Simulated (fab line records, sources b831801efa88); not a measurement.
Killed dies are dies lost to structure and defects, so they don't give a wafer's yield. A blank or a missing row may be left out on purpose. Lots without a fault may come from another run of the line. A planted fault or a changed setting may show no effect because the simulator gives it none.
fab line records | flow sky130
record lots=12 wafers=33 last_day=50
route steps=708 shown VT_ADJUST_PCH@145 POLY_CUT@316 LI_CONTACT@376 LOCAL_INTERCONNECT@389 PAD_OPEN@708
lots that met no fault: from a run of the same line without faults
start_h: hours from the record's first day to the start of the lot's first wafer shown | wait_h: hours since the lot's step before | " the same as in the row above | L1.1+2: a row that stands for several wafers | - no value, or no start given | * or withheld: withheld | < > ~ a bound
route shown NAME@n: a module of which the file shows steps, and the number in the route of the first | usual: mean/standard deviation of fault-free wafers | same: alike in all rows | chamber/n: place in a boat | sites: the reading at each site | _std_site: their standard deviation | _edge_site: outer sites' mean less inner sites' | radius_mm: how far each site lies from the wafer's centre | mask NAME#n: copy n | behind: the tool/chamber that last shaped the wafer | hold: why the lot was held/for how many hours/how that ended | device: the transistor (n, p or np) that didn't switch | end of line: the same wafers' tests at the end of the route | a step without rows: its recipe alone | killed: dies lost to structure and defects at the first sort, not the wafer's yield | map: a wafer's dies, x killed, . not, _ none there
set.NAME: the setting as run; set.NAME@STEP: as run at that earlier step | model.NAME: the simulator's own value behind a step, which no gauge read
steps of the route over a sample of lots; a table a step, a row a wafer
services: from which hour (start_h, from the record's first day; less than 0 if before it) a tool's chamber was out of use, for how many hours, and why
## steps
# step SKY_VT_ADJUST_PCH_COAT_02
# recipe spin_rpm=2000 resist_thk_nm=3000
# usual chill_plate_temp_C=22.99/0.11
# columns lot.wafer tool chamber start_h wait_h chill_plate_temp_C
L953.1 litho_track-01 0 213.83 0.1 22.86
L953.4 " 0 " " 22.99
L953.5 " 0 " " 22.80
L956.1 litho_track-02 0 241.81 0.1 23.10
L956.3 " 0 " " 23.10
L956.5 " 0 " " 23.02
L957.2 litho_track-01 0 244.05 0.1 22.91
L957.5 " 0 " " 22.93
L957.6 " 0 " " 23.06
L958.4 litho_track-03 0 253.31 0.1 23.02
L958.5 " 0 " " 22.89
L958.6 " 0 " " 22.93
L964.2 litho_track-03 0 296.76 0.1 22.94
L964.5 " 0 " " 22.76
L965.2 litho_track-03 0 302.51 0.1 22.95
L965.6 " 0 " " 22.88
L967.5 litho_track-03 0 312.99 0.1 23.20
L967.6 " 0 " " 23.03
L968.2 litho_track-01 0 320.00 0.1 23.04
L968.5 " 0 " " 22.97
L968.6 " 0 " " 22.90
L969.2 litho_track-01 0 329.95 0.1 22.85
L969.3 " 0 " " 22.99
L969.5 " 0 " " 23.03
L971.1 litho_track-02 0 341.01 0.1 22.95
L971.2 " 0 " " 22.97
L971.4 " 0 " " 23.02
L973.1 litho_track-02 0 356.41 0.1 22.98
L973.3 " 0 " " 22.96
L973.5 " 0 " " 22.87
L976.1 litho_track-01 0 376.88 0.1 23.15
L976.3 " 0 " " 23.19
L976.6 " 0 " " 23.22
# step SKY_VT_ADJUST_PCH_STRIP_09
# recipe chemistry=O2/N2 power_w=1400 pressure_mtorr=1500 platen_temp_c=withheld o2_flow_sccm=3000 n2_flow_sccm=300 overash_fraction=0.5
# usual chamber_pressure_mTorr=1500.1/1.3 drypump_motor_current_A=5.8/0.42 oes_product_au=0.722/0.0045 strip_time_to_endpoint_s=36.92/0.11
# columns lot.wafer tool chamber start_h wait_h chamber_pressure_mTorr drypump_motor_current_A oes_product_au rf_hours_counter_h strip_time_to_endpoint_s
L953.1 plasma_asher-04 1 225.00 0.1 1500.5 5.8 0.726 44 36.95
L953.4 " 1 " " 1498.8 5.8 0.732 - 37.01
L953.5 " 0 " " 1502.2 5.3 0.727 - 36.96
L956.1 plasma_asher-01 0 253.20 0.1 1500.7 5.5 0.721 58 36.95
L956.3 " 1 " " 1500.8 6.0 0.720 - 36.86
L956.5 " 1 " " 1500.6 6.0 0.731 - 36.89
L957.2 plasma_asher-01 1 256.26 0.1 1499.0 6.0 0.726 58 36.86
L957.5 " 0 " " 1500.4 5.5 0.717 - 36.79
L957.6 " 1 " " 1501.2 6.0 0.729 - 36.79
L958.4 plasma_asher-01 1 265.00 0.1 1499.2 6.1 0.722 - 37.05
L958.5 " 0 " " 1498.6 5.6 0.721 - 37.04
L958.6 " 1 " " 1501.1 6.1 0.716 - 36.99
L964.2 plasma_asher-04 0 309.42 0.1 1499.5 5.4 0.716 53 35.02
L964.5 " 1 " " 1501.2 5.8 0.716 - 36.97
L965.2 plasma_asher-04 1 315.87 0.1 1499.4 5.8 0.721 53 35.20
L965.6 " 1 " " 1499.9 5.8 0.720 - 35.15
L967.5 plasma_asher-04 1 325.99 0.1 1502.9 5.8 0.723 - 36.97
L967.6 " 0 " " 1499.2 5.3 0.716 - 35.06
L968.2 plasma_asher-01 1 334.51 0.1 1501.2 6.1 0.722 66 36.90
L968.5 " 0 " " 1500.2 5.5 0.720 - 37.04
L968.6 " 1 " " 1500.7 6.0 0.720 - 37.01
L969.2 plasma_asher-01 0 343.87 0.1 1499.0 5.5 0.732 67 37.19
L969.3 " 0 " " 1498.6 5.5 0.715 - 37.26
L969.5 " 1 " " 1501.6 6.0 0.725 - 37.10
L971.1 plasma_asher-03 1 354.72 0.1 1498.4 6.6 0.725 21 36.91
L971.2 " 0 " " 1498.9 5.4 0.720 21 36.72
L971.4 " 0 " " 1499.0 5.4 0.723 - 36.87
L973.1 plasma_asher-04 1 370.91 0.1 1501.2 5.8 0.726 59 36.90
L973.3 " 0 " " 1502.5 5.3 0.719 - 36.90
L973.5 " 0 " " 1501.0 5.3 0.724 - 36.90
L976.1 plasma_asher-01 1 391.30 0.1 1500.1 6.0 0.729 71 36.88
L976.3 " 1 " " 1497.5 6.0 0.717 - 36.84
L976.6 " 1 " " 1499.2 6.0 0.721 - 36.89
# step SKY_POLY_CUT_OVL_MEAS_09
# usual POLY_CUT_OVL=0/5.1
# columns lot.wafer tool chamber start_h wait_h POLY_CUT_OVL[nm]
L953.1 overlay-01 - 554.56 0.1 -8
L953.4 " - " " 4
L953.5 " - " " -3
L956.1 overlay-01 - 593.54 0.1 -2
L956.3 " - " " 1
L956.5 " - " " 2
L957.2 overlay-02 - 594.25 0.1 8
L957.5 " - " " -9
L957.6 " - " " 3
L958.4 overlay-01 - 601.67 0.1 -4
L958.5 " - " " -3
L958.6 " - " " -2
L965.2 overlay-02 - 661.86 0.1 1
L965.6 " - " " 9
L964.2 overlay-01 - 662.81 0.1 -4
L964.5 " - " " -3
L967.5 overlay-01 - 674.28 0.0 -4
L967.6 " - " " -3
L968.2 overlay-02 - 683.46 0.1 5
L968.5 " - " " -2
L968.6 " - " " 4
L969.2 overlay-02 - 694.40 0.1 1
L969.3 " - " " 6
L969.5 " - " " -2
L971.1 overlay-01 - 706.14 0.1 -14
L971.2 " - " " -8
L971.4 " - " " -8
L973.1 overlay-01 - 713.30 0.1 5
L973.3 " - " " -5
L973.5 " - " " 2
L976.1 overlay-02 - 737.89 0.1 -8
L976.3 " - " " -4
L976.6 " - " " 2
# step SKY_LI_CONTACT_ETCH_14
# recipe chemistry=N2/H2 target=BARC ion_energy_ev=200 source_w=500 bias_w=100 pressure_mtorr=30 n2_flow_sccm=100 h2_flow_sccm=200 stop_on=SiO2 time_s=45.9 target_depth_a=600
# usual chamber_pressure_mTorr=30.001/0.029 drypump_motor_current_A=5.7/0.45 oes_product_au=0.854/0.0047 throttle_valve_pct=13.226/0.0089
# columns lot.wafer tool chamber start_h wait_h chamber_pressure_mTorr drypump_motor_current_A oes_product_au rf_hours_counter_h throttle_valve_pct
L953.1 rie_diel-01 2 674.13 0.0 30.010 6.5 0.858 0 13.219
L953.4 " 0 " " 30.000 4.9 0.858 - 13.226
L953.5 " 1 " " 29.994 5.7 0.852 - 13.220
L956.1 rie_diel-01 0 708.48 0.0 29.987 4.8 0.844 4 13.227
L956.3 " 2 " " 30.002 6.4 0.851 1 13.240
L956.5 " 0 " " 30.015 4.8 0.847 - 13.231
L957.2 rie_diel-02 2 710.68 0.0 30.005 5.3 0.859 0 13.221
L957.5 " 3 " " 30.011 5.9 0.859 - 13.229
L957.6 " 2 " " 29.957 5.3 0.849 - 13.225
L958.4 rie_diel-03 3 716.78 0.0 30.023 5.6 0.851 38 13.235
L958.5 " 3 " " 29.969 5.6 0.852 - 13.223
L958.6 " 0 " " 29.987 5.4 0.855 - 13.235
L965.2 rie_diel-02 3 774.73 0.0 30.044 5.9 0.864 18 13.224
L965.6 " 0 " " 29.953 5.5 0.854 - 13.217
L964.2 rie_diel-01 0 775.03 0.0 29.995 4.8 0.854 5 13.226
L964.5 " 2 " " 30.010 6.5 0.854 - 13.222
L967.5 rie_diel-02 2 785.45 0.0 30.035 5.2 0.859 - 13.223
L967.6 " 3 " " 29.924 5.9 0.863 - 13.226
L968.2 rie_diel-02 0 794.99 0.0 30.058 5.5 0.849 4 13.216
L968.5 " 2 " " 29.982 5.2 0.852 - 13.207
L968.6 " 3 " " 30.009 5.9 0.852 - 13.218
L969.2 rie_diel-01 3 805.23 0.0 29.951 5.9 0.853 7 13.226
L969.3 " 0 " " 30.003 4.9 0.850 6 13.235
L969.5 " 3 " " 29.973 5.9 0.854 - 13.220
L971.1 rie_diel-03 2 814.61 0.0 29.992 5.5 0.860 1 13.240
L971.2 " 0 " " 30.005 5.4 0.855 21 13.233
L971.4 " 1 " " 30.003 6.3 0.856 - 13.213
L973.1 rie_diel-03 0 823.20 0.0 29.970 5.4 0.855 22 13.217
L973.3 " 2 " " 29.996 5.4 0.847 1 13.222
L973.5 " 1 " " 30.077 6.3 0.856 - 13.229
L976.1 rie_diel-01 1 844.93 0.0 30.042 5.6 0.855 22 13.236
L976.3 " 3 " " 30.034 5.9 0.861 8 13.232
L976.6 " 1 " " 30.033 5.6 0.855 - 13.236
# step SKY_LOCAL_INTERCONNECT_THK_MEAS_02
# recipe thk_meas_gauge=xrf reads=TiN_of_LOCAL_INTERCONNECT_SPUTTER_00
# usual LOCAL_INTERCONNECT_TIN_THK=99.1/1.2
# columns lot.wafer tool chamber start_h wait_h LOCAL_INTERCONNECT_TIN_THK[nm]
L953.1 film_metro-04 - 675.49 0.1 97.9
L953.4 " - " " 97.6
L953.5 " - " " 98.2
L956.1 film_metro-01 - 709.83 0.1 98.4
L956.3 " - " " 97.9
L956.5 " - " " 97.7
L957.2 film_metro-04 - 712.05 0.1 100.2
L957.5 " - " " 100.8
L957.6 " - " " 100.5
L958.4 film_metro-01 - 718.16 0.1 100.3
L958.5 " - " " 98.7
L958.6 " - " " 99.0
L965.2 film_metro-03 - 776.08 0.1 102.1
L965.6 " - " " 101.8
L964.2 film_metro-01 - 776.39 0.1 98.0
L964.5 " - " " 97.7
L967.5 film_metro-04 - 786.81 0.1 98.0
L967.6 " - " " 97.9
L968.2 film_metro-03 - 796.35 0.1 99.3
L968.5 " - " " 99.9
L968.6 " - " " 99.7
L969.2 film_metro-03 - 806.60 0.1 101.3
L969.3 " - " " 101.7
L969.5 " - " " 100.6
L971.1 film_metro-01 - 815.96 0.1 97.7
L971.2 " - " " 97.6
L971.4 " - " " 98.8
L973.1 film_metro-03 - 824.56 0.1 98.9
L973.3 " - " " 98.3
L973.5 " - " " 99.3
L976.1 film_metro-03 - 846.28 0.1 99.4
L976.3 " - " " 99.4
L976.6 " - " " 98.4
# step SKY_PAD_OPEN_PROBE_99
# usual killed_at_M0_to_M3=43/7.3 killed_at_M4_up=3.2/1.8 killed_at_contacts=24/5.8 killed_at_front_end=16/4.5 killed_at_other=0.3/0.53 killed_dies=87/9.9 killed_open=48/6.8 killed_short=39/6.9
# same gross_dies=492 killed_at_back_side=0
# columns lot.wafer tool chamber start_h wait_h killed_at_M0_to_M3 killed_at_M4_up killed_at_contacts killed_at_front_end killed_at_other killed_dies killed_open killed_short
L967.6 prober-01 - 1153.72 0.2 40 2 35 17 0 94 52 42
# killed by level:class
L967.6 LI_CONTACT:geometric_particle:open=15 FIELD_ISO:geometric_particle:short=7 VIA1:geometric_particle:open=7 LOCAL_INTERCONNECT:geometric_particle:short=6 CONTACT:geometric_particle:open=6 VIA2:geometric_particle:short=6 FIELD_ISO:geometric_particle:open=5 CONTACT:geometric_particle:short=4
## services
# columns tool chamber start_h hours kind
rie_diel-01 3 208.41 104.1 repair
rie_diel-01 - 225.55 15.6 pm
plasma_asher-01 - 229.97 1.5 repair
rie_diel-02 - 322.56 2.2 repair
rie_diel-02 1 347.04 7.7 repair
plasma_asher-04 - 387.89 3.6 repair
rie_diel-01 2 390.61 2.7 repair
plasma_asher-04 - 398.66 17.9 repair
rie_diel-01 0 478.15 12.2 repair
rie_diel-01 3 496.40 17.7 repair
plasma_asher-01 - 515.41 1.2 repair
rie_diel-01 - 545.32 4.3 pm
rie_diel-01 - 552.22 1.2 repair
rie_diel-01 3 574.32 22.6 repair
rie_diel-01 0 580.22 5.4 repair
plasma_asher-01 - 614.39 1.8 repair
plasma_asher-01 - 623.51 2.8 pm
rie_diel-01 0 664.33 1.2 repair
rie_diel-01 3 668.31 8.0 repair
plasma_asher-01 - 697.48 1.6 repair
plasma_asher-04 - 709.80 4.5 repair
plasma_asher-04 - 714.29 2.8 pm
plasma_asher-01 - 733.75 9.0 pm
plasma_asher-01 - 778.12 14.7 pm
## key
first_sign step=SKY_VT_ADJUST_PCH_STRIP_09 reading=strip_time_to_endpoint_s direction=down sigmas=17 usual=* struck=*
effect none on later readings
met_at SKY_VT_ADJUST_PCH_COAT_02
struck_lots L964,L965,L967
struck_wafers L964.2,L965.2,L965.6,L967.6
tester_left_out L964,L965,L967
not_acting_at SKY_POLY_CUT_OVL_MEAS_09,SKY_LI_CONTACT_ETCH_14,SKY_LOCAL_INTERCONNECT_THK_MEAS_02
onset_between 253.31 296.76
fault kind=process_parameter_drift tool=litho_track-03 chamber=- onset_h=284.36 steps=SKY_VT_ADJUST_PCH_COAT_02 channel=resist_thk_nm offset=-160.09 shape=step end_h=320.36 scope=struck_wafers_only acts_in=these_recipes_only stated=3000
# tester_left_out: of these lots the tester's yield and bins aren't shown, on N5 and GAA mostly nor the transistor test; their killed dies are dies lost to structure and defects alone, not to doping, threshold or leakage, so they don't give the yield
